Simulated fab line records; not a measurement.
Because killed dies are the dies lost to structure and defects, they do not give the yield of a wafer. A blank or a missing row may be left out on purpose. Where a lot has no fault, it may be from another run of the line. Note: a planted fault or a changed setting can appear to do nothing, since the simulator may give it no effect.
fab line records	flow sky130
[record] lots = 14	wafers = 42	last_day = 50
route steps=708 shown VT_ADJUST_HVTP@92 VT_ADJUST_NCORE@126 VT_ADJUST_HVTR@137
lots untouched by any fault: they come from a run of this same line in which no faults occurred
start_h: start of the lot's first displayed wafer, in hours after the record's first day	wait_h: time in hours since the lot's previous step	" the same as in the row above	L1.1+2: a row that stands for several wafers	- value missing, or start not given	* or withheld: withheld	< > ~ a bound
route shown NAME@n: NAME is a module with steps in the file, n the number in the route of the first one	usual: mean/standard deviation of fault-free wafers	same: alike in all rows	chamber/n: place in a boat	sites: readings site by site	_std_site: how widely they spread, as a standard deviation	_edge_site: the outer-site mean with the inner-site mean subtracted	radius_mm: for every site, how far away it sits from the centre of the wafer	mask NAME#n: copy n	behind: the tool/chamber that last shaped the wafer	hold: why the lot was held/for how many hours/how that ended	device: names the non-switching transistor (n, p or np)	end of line: tests run on the same wafers once the route is complete	a step without rows: its recipe alone	killed: not the wafer's yield, but the dies lost to structure and defects at the first sort	map: dies across one wafer; x = killed, . = not, _ = none there
set.NAME: the setting as run; set.NAME@STEP: as run at that earlier step	model.NAME: the simulator's own value behind a step, which no gauge read
a sample of lots followed through the steps of the route, with each step as a table and each wafer as a row
services: when a tool's chamber went out of use (start_h, in hours from the record's first day, below 0 if earlier), for how many hours, and the reason
[[steps]]
[step SKY_VT_ADJUST_HVTP_CD_MEAS_07]
[recipe] target_cd_nm = 380
[usual] cd_nm = 379.6/2.5
lot.wafer	tool	chamber	start_h	wait_h	cd_nm
L926.1	cd_sem-01	-	114.18	0.1	380.3
L926.4	"	-	"	"	376.9
L926.6	"	-	"	"	381.9
L927.1	cd_sem-01	-	121.58	0.1	381.1
L927.3	"	-	"	"	381.6
L927.5	"	-	"	"	382.2
L929.4	cd_sem-01	-	137.69	0.1	377.1
L929.5	"	-	"	"	377.6
L929.6	"	-	"	"	377.2
L930.4	cd_sem-01	-	145.19	0.1	379.7
L930.5	"	-	"	"	379.5
L930.6	"	-	"	"	381.9
L931.1	cd_sem-01	-	150.55	0.2	380.8
L931.2	"	-	"	"	376.5
L931.6	"	-	"	"	380.9
L932.3	cd_sem-01	-	160.46	0.1	377.2
L932.4	"	-	"	"	378.6
L932.5	"	-	"	"	378.2
L934.1	cd_sem-01	-	169.29	1.1	379.8
L934.4	"	-	"	"	378.5
L934.5	"	-	"	"	378.0
L935.1	cd_sem-01	-	188.77	0.1	378.1
L935.2	"	-	"	"	378.6
L935.4	"	-	"	"	383.7
L936.1	cd_sem-01	-	194.33	0.1	378.0
L936.2	"	-	"	"	379.6
L936.4	"	-	"	"	379.4
L937.1	cd_sem-02	-	194.67	0.1	383.0
L937.2	"	-	"	"	384.0
L937.3	"	-	"	"	384.5
L939.4	cd_sem-02	-	206.58	0.1	378.5
L939.5	"	-	"	"	379.4
L939.6	"	-	"	"	380.9
L941.1	cd_sem-02	-	215.03	0.1	376.9
L941.3	"	-	"	"	377.2
L941.4	"	-	"	"	377.1
L942.1	cd_sem-02	-	219.72	0.1	382.7
L942.4	"	-	"	"	380.8
L942.6	"	-	"	"	382.7
L949.1	cd_sem-01	-	271.07	0.1	384.1
L949.4	"	-	"	"	382.5
L949.6	"	-	"	"	379.8
[step SKY_VT_ADJUST_HVTP_TW_MEAS_11]
[usual] VT_ADJUST_HVTP_TW = 1336/7.5
lot.wafer	tool	chamber	start_h	wait_h	VT_ADJUST_HVTP_TW
L926.1	film_metro-01	-	114.58	0.1	1329
L926.4	"	-	"	"	1327
L926.6	"	-	"	"	1329
L927.1	film_metro-04	-	121.98	0.1	1339
L927.3	"	-	"	"	1332
L927.5	"	-	"	"	1338
L929.4	film_metro-04	-	138.07	0.1	1332
L929.5	"	-	"	"	1337
L929.6	"	-	"	"	1338
L930.4	film_metro-01	-	145.57	0.1	1334
L930.5	"	-	"	"	1329
L930.6	"	-	"	"	1334
L931.1	film_metro-01	-	150.95	0.1	1336
L931.2	"	-	"	"	1333
L931.6	"	-	"	"	1324
L932.3	film_metro-03	-	160.85	0.1	1353
L932.4	"	-	"	"	1344
L932.5	"	-	"	"	1347
L934.1	film_metro-04	-	169.70	0.1	1338
L934.4	"	-	"	"	1336
L934.5	"	-	"	"	1333
L935.1	film_metro-04	-	189.18	0.1	1335
L935.2	"	-	"	"	1328
L935.4	"	-	"	"	1337
L936.1	film_metro-03	-	194.74	0.1	1347
L936.2	"	-	"	"	1342
L936.4	"	-	"	"	1345
L937.1	film_metro-04	-	195.08	0.1	1325
L937.2	"	-	"	"	1335
L937.3	"	-	"	"	1333
L939.4	film_metro-04	-	206.96	0.1	1338
L939.5	"	-	"	"	1338
L939.6	"	-	"	"	1338
L941.1	film_metro-04	-	215.43	0.1	1334
L941.3	"	-	"	"	1331
L941.4	"	-	"	"	1334
L942.1	film_metro-01	-	220.13	0.1	1328
L942.4	"	-	"	"	1330
L942.6	"	-	"	"	1327
L949.1	film_metro-03	-	271.48	0.1	1346
L949.4	"	-	"	"	1350
L949.6	"	-	"	"	1347
[step SKY_VT_ADJUST_NCORE_CD_MEAS_07]
[recipe] target_cd_nm = 380
[usual] cd_nm = 379.1/2.8
lot.wafer	tool	chamber	start_h	wait_h	cd_nm
L926.1	cd_sem-01	-	174.23	0.1	379.0
L926.4	"	-	"	"	381.2
L926.6	"	-	"	"	378.5
L927.1	cd_sem-01	-	182.78	0.1	379.9
L927.3	"	-	"	"	379.5
L927.5	"	-	"	"	381.6
L929.4	cd_sem-01	-	199.79	0.1	376.5
L929.5	"	-	"	"	375.8
L929.6	"	-	"	"	376.0
L930.4	cd_sem-01	-	207.75	0.1	380.3
L930.5	"	-	"	"	380.0
L930.6	"	-	"	"	379.4
L931.1	cd_sem-02	-	216.53	0.1	373.3
L931.2	"	-	"	"	371.9
L931.6	"	-	"	"	374.9
L932.3	cd_sem-02	-	229.23	0.1	375.9
L932.4	"	-	"	"	374.4
L932.5	"	-	"	"	374.9
L934.1	cd_sem-01	-	236.13	0.1	378.2
L934.4	"	-	"	"	379.3
L934.5	"	-	"	"	377.4
L935.1	cd_sem-02	-	259.32	0.1	378.7
L935.2	"	-	"	"	377.1
L935.4	"	-	"	"	376.3
L936.1	cd_sem-02	-	264.29	0.1	375.0
L936.2	"	-	"	"	376.9
L936.4	"	-	"	"	378.1
L937.1	cd_sem-01	-	264.89	0.1	377.5
L937.2	"	-	"	"	378.5
L937.3	"	-	"	"	377.5
L939.4	cd_sem-01	-	277.43	0.1	380.7
L939.5	"	-	"	"	381.3
L939.6	"	-	"	"	379.6
L941.1	cd_sem-01	-	286.58	0.1	373.6
L941.3	"	-	"	"	373.7
L941.4	"	-	"	"	374.7
L942.1	cd_sem-02	-	291.69	0.1	382.6
L942.4	"	-	"	"	382.7
L942.6	"	-	"	"	382.7
L949.1	cd_sem-01	-	351.29	0.1	376.2
L949.4	"	-	"	"	378.5
L949.6	"	-	"	"	378.2
[step SKY_VT_ADJUST_HVTR_DEVELOP_06]
[recipe] develop_time_s = 60	dev_temp_c = 23
lot.wafer	tool	chamber	start_h	wait_h
L926.1+4+6	litho_track-02	0	195.43	0.1
L927.1+3+5	litho_track-03	0	205.42	0.1
L929.4+5+6	litho_track-04	0	223.31	0.1
L930.4+5+6	litho_track-02	0	230.51	0.1
L931.1+2+6	litho_track-03	0	239.87	0.1
L932.3+4+5	litho_track-04	0	252.49	0.1
L934.1+4+5	litho_track-04	0	259.74	0.1
L935.1+2+4	litho_track-03	0	283.97	0.1
L936.1+2+4	litho_track-03	0	288.82	0.1
L937.1+2+3	litho_track-04	0	289.99	0.1
L939.4+5+6	litho_track-03	0	303.25	0.1
L941.1+3+4	litho_track-04	0	312.69	0.1
L942.1+4+6	litho_track-04	0	318.44	0.1
L949.1+4+6	litho_track-02	0	380.13	0.1
[step SKY_VT_ADJUST_HVTR_CD_MEAS_07]
[recipe] target_cd_nm = 380
[usual] cd_nm = 380.3/2.4
lot.wafer	tool	chamber	start_h	wait_h	hold	cd_nm
L926.1	cd_sem-02	-	195.58	0.1	-	381.2
L926.4	"	-	"	"	-	379.6
L926.6	"	-	"	"	-	378.3
L927.1	cd_sem-01	-	205.57	0.1	-	384.9
L927.3	"	-	"	"	-	383.4
L927.5	"	-	"	"	-	383.8
L929.4	cd_sem-01	-	223.45	0.1	-	378.7
L929.5	"	-	"	"	-	379.9
L929.6	"	-	"	"	-	376.1
L930.4	cd_sem-01	-	230.64	0.1	-	379.8
L930.5	"	-	"	"	-	377.4
L930.6	"	-	"	"	-	378.3
L931.1	cd_sem-01	-	240.02	0.1	-	379.9
L931.2	"	-	"	"	-	378.6
L931.6	"	-	"	"	-	382.2
L932.3	cd_sem-02	-	252.63	0.1	-	380.6
L932.4	"	-	"	"	-	383.6
L932.5	"	-	"	"	-	380.1
L934.1	cd_sem-02	-	259.89	0.1	-	381.3
L934.4	"	-	"	"	-	380.8
L934.5	"	-	"	"	-	381.8
L935.1	cd_sem-01	-	284.12	0.1	-	383.4
L935.2	"	-	"	"	-	385.5
L935.4	"	-	"	"	-	383.2
L936.1	cd_sem-01	-	288.97	0.1	-	381.8
L936.2	"	-	"	"	-	381.7
L936.4	"	-	"	"	-	381.1
L937.1	cd_sem-02	-	290.14	0.1	-	383.4
L937.2	"	-	"	"	-	382.2
L937.3	"	-	"	"	-	385.2
L939.4	cd_sem-02	-	303.38	0.1	-	380.1
L939.5	"	-	"	"	-	377.5
L939.6	"	-	"	"	-	378.7
L941.1	cd_sem-01	-	312.84	0.1	await_dispo/0.2h/release	413.8
L941.3	"	-	"	"	await_dispo/0.2h/release	417.5
L941.4	"	-	"	"	await_dispo/0.2h/release	416.2
L941.1	cd_sem-01	-	313.12	0.3	-	414.0
L941.3	"	-	"	"	-	417.5
L941.4	"	-	"	"	-	416.9
L942.1	cd_sem-01	-	318.59	0.1	await_dispo/0.2h/release	417.9
L942.4	"	-	"	"	await_dispo/0.2h/release	419.2
L942.6	"	-	"	"	await_dispo/0.2h/release	416.9
L942.1	cd_sem-01	-	318.87	0.3	-	418.1
L942.4	"	-	"	"	-	419.1
L942.6	"	-	"	"	-	416.9
L949.1	cd_sem-02	-	380.28	0.1	-	378.9
L949.4	"	-	"	"	-	377.7
L949.6	"	-	"	"	-	375.6
[[services]]
tool	chamber	start_h	hours	kind
litho_track-04	-	314.35	-	consumable_replace:filter
litho_track-02	-	326.55	-	consumable_replace:filter
[[key]]
[first_sign] step = SKY_VT_ADJUST_HVTR_CD_MEAS_07	reading = visit	direction = added
[effect] step = SKY_VT_ADJUST_HVTR_CD_MEAS_07	reading = cd_nm	direction = up	sigmas = 16	usual = 380.3	struck = 416.9
met_at SKY_VT_ADJUST_HVTR_DEVELOP_06
struck_lots L941,L942
sort_left_out L941.1,L941.3,L941.4
tester_left_out L941,L942
not_acting_at SKY_VT_ADJUST_HVTP_CD_MEAS_07,SKY_VT_ADJUST_HVTP_TW_MEAS_11,SKY_VT_ADJUST_NCORE_CD_MEAS_07
onset_between 289.99 312.69
[fault] kind = process_parameter_drift	tool = litho_track-04	chamber = -	onset_h = 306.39	steps = SKY_VT_ADJUST_HVTR_DEVELOP_06	channel = develop_time_s	offset = *	shape = step	end_h = 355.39	acts_in = *	stated = *
// tester_left_out: of these lots the tester's yield and bins aren't shown, on N5 and GAA mostly nor the transistor test; their killed dies are dies lost to structure and defects alone, not to doping, threshold or leakage, so they don't give the yield
// sort_left_out: the simulated sort isn't trusted on such a fault, so these wafers' sort isn't shown, and their yield isn't known
